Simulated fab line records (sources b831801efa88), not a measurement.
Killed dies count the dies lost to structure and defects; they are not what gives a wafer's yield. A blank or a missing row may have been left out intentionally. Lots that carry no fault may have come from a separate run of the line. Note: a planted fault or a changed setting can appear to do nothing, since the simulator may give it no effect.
A lot that was struck, set against a sound lot    flow sfq-line    14 steps out of a route of 325
Sound: these wafers, L554.1, L554.4, L554.5. Wafers struck: L566.1, L566.2, L566.3. The cause is given at the end.
Per side, at each step with rows, come the tool, then ch with its chambers, and then its first start. Under that, the readings that differ: sound wafers    struck wafers    difference of the means    sigmas: that difference in standard deviations of wafers without a fault.
alike: a reading whose means differ by less than 2 such deviations, as well as words and numbers matching on both sides. not compared: withheld readings; readings where some wafer has no value; bounds like >300 that might hide an equal value; numbers whose values overlap and for which the record gives no deviation.
A row with sigmas, a row that says differs or no value, or rows on one side alone: a step with any of these is where the two part. Numbers that don't overlap but have no deviation are shown without sigmas and don't part them. A reading missing from all wafers of one side parts the sides only when that side holds two or more wafers.

SFQ_TRILAYER_M4_ETCH_METAL_ETCH_096: etches Nb in Cl2/Ar, stops on SiO2, target depth 240 nm, time 120 s.
  sound on rie-metal-02 ch 0, day 52 08:47; struck on rie-metal-01 ch 1, day 54 21:20
  alike: drypump-motor-current-A, oes-product-au
  not compared: rf-hours-counter-h
SFQ_TRILAYER_M4_STRIP_STRIP_097: strips in O2.
  sound on rie-metal-02 ch 0, day 52 08:55; struck on rie-metal-01 ch 1, day 54 21:35
  alike: drypump-motor-current-A, oes-product-au
  not compared: rf-hours-counter-h
then, 1 step without rows for these wafers: SFQ_TRILAYER_M4_STRIP_SOLV_CLEAN_098 (cleans in NMP, time 600 s).
SFQ_TRILAYER_I4_DEP_PECVD_099: deposits SiO2 from SiH4/N2O, time 111.11 s, target thk 500 nm.
  sound on pecvd-03 ch 0,1, day 52 09:41; struck on pecvd-03 ch 0,1,2, day 54 22:58
  alike: heater-power-w, throttle-valve-pct
SFQ_TRILAYER_I4_CMP_CMP_100: polishes SiO2.
  sound on cmp-01 ch 2,3, day 52 09:46; struck on cmp-01 ch 0,1,3, day 54 23:33
  alike: edge-zone-pressure-frac, motor-current-A, retaining-ring-pressure-frac, time-to-endpoint-s
SFQ_I4_BOW_MEAS_927:
  struck on film-metro-04, day 55 02:03; sound on film-metro-01, day 52 12:46
  alike: I4_BOW
SFQ_TRILAYER_I4_METRO_MEASURE_101:
  struck on film-metro-04, day 55 02:10; sound on film-metro-01, day 52 12:53
  alike: thk-nm
then, 5 steps without rows for these wafers: SFQ_TRILAYER_I4_VIA_LITHO_COAT_108 (resist thk 62 nm); SFQ_TRILAYER_I4_VIA_LITHO_COAT_103 (resist thk 650 nm); SFQ_TRILAYER_I4_VIA_LITHO_SOFTBAKE_107; SFQ_TRILAYER_I4_VIA_LITHO_EXPOSE_104 (exposes mask I4, target cd 700 nm); SFQ_TRILAYER_I4_VIA_LITHO_PEB_106 (peb time 60 s).
SFQ_TRILAYER_I4_VIA_LITHO_DEVELOP_105: time 60 s.
  struck on litho-track-02, day 55 06:09; sound on litho-track-01 ch 0, day 52 18:53
  no value came back on the struck wafers for chill-plate-temp-C (C), exhaust-pa (Pa); on the sound wafers chill-plate-temp-C (C) reads 23.06 23.06 23.07
reading                                                  sound            struck             difference  sigmas
model.KrF_of_TRILAYER_I4_VIA_LITHO_COAT_103.thk-nm (nm)  626 626.8 625.9  649.6 646.2 646.9  +21.3       
SFQ_I4_OVL_MEAS_928:
  struck on overlay-02, day 55 06:18; sound on overlay-02, day 52 19:02
reading      sound  struck  difference                     sigmas
I4_OVL (nm)  3 5 0  - - -   no value on the struck wafers  

== WHERE THEY PART ==
Last at SFQ_I4_OVL_MEAS_928 as far as this record goes, first at SFQ_TRILAYER_I4_VIA_LITHO_DEVELOP_105.

WHY: whatever the simulator had introduced
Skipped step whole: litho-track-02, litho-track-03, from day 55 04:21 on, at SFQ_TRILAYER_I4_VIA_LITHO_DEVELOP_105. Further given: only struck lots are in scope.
